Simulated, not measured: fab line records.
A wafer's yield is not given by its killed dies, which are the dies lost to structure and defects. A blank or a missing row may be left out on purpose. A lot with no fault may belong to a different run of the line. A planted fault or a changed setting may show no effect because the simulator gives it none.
Which tool did it? -- flow gf180mcu -- 12 lots with 36 wafers sampled at 5 steps, on a route of 602 steps

== WHAT THE GAUGES SHOWED, per wafer ==
GF_HV_LDD_CD_MEAS_19: target cd 400 nm.
lot,measured,on,cd nm (nm)
L546,day 10 17:28,cd sem-01,398.2 399.9 399.8
L547,day 11 00:29,cd sem-01,399.3 402.2 399.8
L550,day 12 02:26,cd sem-02,400.7 399.3 400.4
L555,day 13 12:07,cd sem-01,397.5 398.7 398.5
L557,day 14 08:11,cd sem-02,400.1 400.8 400.2
L559,day 14 19:44,cd sem-01,402.4 401.9 401.5
L562,day 15 18:25,cd sem-02,400.9 402.7 404.1
L563,day 16 05:41,cd sem-01,403.8 404.0 402.5
L566,day 17 03:25,cd sem-01,401.7 399.8 399.2
L567,day 17 14:22,cd sem-02,398.9 398.9 400.0
L568,day 17 18:24,cd sem-02,400.7 401.5 401.3
L569,day 18 06:02,cd sem-01,399.4 398.7 398.7

GF_HV_LDD_TW_MEAS_23.
lot,measured,on,HV_LDD_2_TW
L546,day 10 17:52,film metro-03,1059 1060 1060
L547,day 11 00:53,film metro-03,1063 1059 1067
L550,day 12 02:49,film metro-04,1088 1093 1093
L555,day 13 12:31,film metro-02,1076 1072 1076
L557,day 14 08:34,film metro-02,1072 1075 1076
L559,day 14 20:08,film metro-03,1061 1063 1059
L562,day 15 18:49,film metro-04,1085 1081 1086
L563,day 16 06:04,film metro-03,1064 1066 1064
L566,day 17 03:49,film metro-03,1050 1054 1060
L567,day 17 14:46,film metro-02,1082 1080 1071
L568,day 17 18:48,film metro-04,1087 1087 1095
L569,day 18 06:26,film metro-02,1071 1073 1074

GF_HV_LDD_TW_MEAS_50.
lot,measured,on,HV_LDD_4_TW
L546,day 12 08:21,film metro-02,579 580 580
L547,day 12 14:59,film metro-02,578 578 578
L550,day 13 19:43,film metro-03,574 574 572
L555,day 15 07:33,film metro-04,588 586 587
L557,day 16 04:01,film metro-03,547 545 549 546 545 547
L559,day 16 15:45,film metro-02,548 550 552 550 553 552
L562,day 17 16:10,film metro-03,570 567 569
L563,day 18 03:46,film metro-04,582 585 584
L566,day 19 03:25,film metro-04,584 589 587
L567,day 19 14:34,film metro-04,584 588 586
L568,day 19 20:19,film metro-04,585 585 587
L569,day 20 07:23,film metro-02,581 579 578

== WHAT TOOL EACH LOT RAN ON (gives the tool, then ch and the chambers of the sampled wafers, and finally the start) ==
lot,GF_HV_LDD_IMPLANT_48,GF_HV_LDD_STRIP_49
L546,"implanter-02 ch 0, day 12 08:07","plasma asher-04 ch 0,1, day 12 08:14"
L547,"implanter-03 ch 0, day 12 14:44","plasma asher-04 ch 0,1, day 12 14:53"
L550,"implanter-02 ch 0, day 13 19:29","plasma asher-04 ch 0,1, day 13 19:37"
L555,"implanter-03 ch 0, day 15 07:19","plasma asher-02 ch 0, day 15 07:26"
L557,"implanter-02 ch 0, day 16 03:48","plasma asher-01 ch 0,1, day 16 03:55"
L559,"implanter-02 ch 0, day 16 15:30","plasma asher-01 ch 0,1, day 16 15:39"
L562,"implanter-03 ch 0, day 17 15:57","plasma asher-01 ch 0,1, day 17 16:05"
L563,"implanter-01 ch 0, day 18 03:32","plasma asher-02 ch 0,1, day 18 03:40"
L566,"implanter-03 ch 0, day 19 03:12","plasma asher-02 ch 0,1, day 19 03:20"
L567,"implanter-01 ch 0, day 19 14:20","plasma asher-04 ch 0,1, day 19 14:27"
L568,"implanter-01 ch 0, day 19 20:04","plasma asher-04 ch 0,1, day 19 20:13"
L569,"implanter-01 ch 0, day 20 07:08","plasma asher-02 ch 0, day 20 07:17"
- GF_HV_LDD_IMPLANT_48
- GF_HV_LDD_STRIP_49: strips in O2/N2.

== AS READ BY THE TOOLS THEMSELVES (means over the sampled wafers that have a number; for cases with no such wafer, the mark the record gives instead) ==
GF_HV_LDD_IMPLANT_48.
lot,tool,beam on s (s),dose ions cm2,faraday current uA
L546,implanter-02,10.01,3e+13,169
L547,implanter-03,9.89,3e+13,171
L550,implanter-02,9.81,3e+13,172
L555,implanter-03,10.09,3e+13,168
L557,implanter-02,10.10,3e+13,145
L559,implanter-02,10.20,3e+13,143
L562,implanter-03,10.05,3e+13,168
L563,implanter-01,10.05,3e+13,169
L566,implanter-03,9.97,3e+13,170
L567,implanter-01,10.06,3e+13,168
L568,implanter-01,10.04,3e+13,169
L569,implanter-01,9.94,3e+13,170

GF_HV_LDD_STRIP_49.
lot,tool,chamber pressure mTorr (mTorr),drypump motor current A (A),heater power w (W),n2 flow sccm (sccm),oes product au (a.u.),strip time to endpoint s (s)
L546,plasma asher-04,1499.4,5.62,310,300.1,0.716,12.61
L547,plasma asher-04,1499.0,5.65,311,299.5,0.714,12.60
L550,plasma asher-04,1498.8,5.63,306,299.8,0.714,12.68
L555,plasma asher-02,1499.6,6.21,326,299.4,0.718,12.59
L557,plasma asher-01,1500.2,5.84,375,300.4,0.714,12.56
L559,plasma asher-01,1498.4,5.89,368,300.0,0.716,12.63
L562,plasma asher-01,1498.8,5.86,374,301.1,0.715,12.65
L563,plasma asher-02,1499.9,5.95,280,300.0,0.713,12.60
L566,plasma asher-02,1500.5,6.06,304,298.8,0.711,12.67
L567,plasma asher-04,1501.0,5.62,305,298.4,0.717,12.60
L568,plasma asher-04,1499.0,5.51,306,299.6,0.721,12.63
L569,plasma asher-02,1497.2,6.15,329,300.1,0.709,12.64

== THE ANSWER, worked out from the rows above alone ==
Rule: what is usual is taken from the lots themselves. Put in order of their means at a reading, lots are off if they are a third of the lots or fewer, leave a main group of 4 or more, and stand apart from it by a gap of 3 or more times the standard deviation of the main group's means; of several such gaps the widest counts. Not used: any main group whose means are identical at the precision the tables above print for the reading. A lot without any number at a reading at which 4 lots or more have one is off too. Where the step has rows for the other lots, those lots are counted as sound. The gauges are gone through in route order, then the tools' own readings, and for those a lot's mean is taken as printed above. The first step at which some lot is off is used, and at that step the reading that is off furthest; a lot without a number counts as furthest.
Off: L557, L559, seen at GF_HV_LDD_TW_MEAS_50 (HV_LDD_4_TW). For the main group the mean is 581 and the standard deviation 5.9.
If a tool, at a process step before that reading, ran all the lots that are off and no sound lot after the first of them, it fits. Not tried: the gauges at GF_HV_LDD_TW_MEAS_50; whatever is off there is also off at GF_HV_LDD_IMPLANT_48, on other tools, and gauge error can't account for it. One candidate fits, namely implanter-02 at GF_HV_LDD_IMPLANT_48. Its last sound lot is L550 (day 13 19:29), its first lot that is off L557 (day 16 03:48): a fault that began between those two fits.
The tool's own readings at GF_HV_LDD_IMPLANT_48 bear it out: on the lots that are off they differ by more than 5 times the standard deviation of the sound lots' means. faraday current uA reads 144 there against 169 on the sound lots.

== WHAT THE SIMULATOR PUT IN ==
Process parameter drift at GF_HV_LDD_IMPLANT_48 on implanter-02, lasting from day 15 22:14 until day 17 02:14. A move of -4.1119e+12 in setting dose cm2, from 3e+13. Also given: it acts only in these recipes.
Shown lots that were struck: L557, L559. The rule given above showed the same thing.
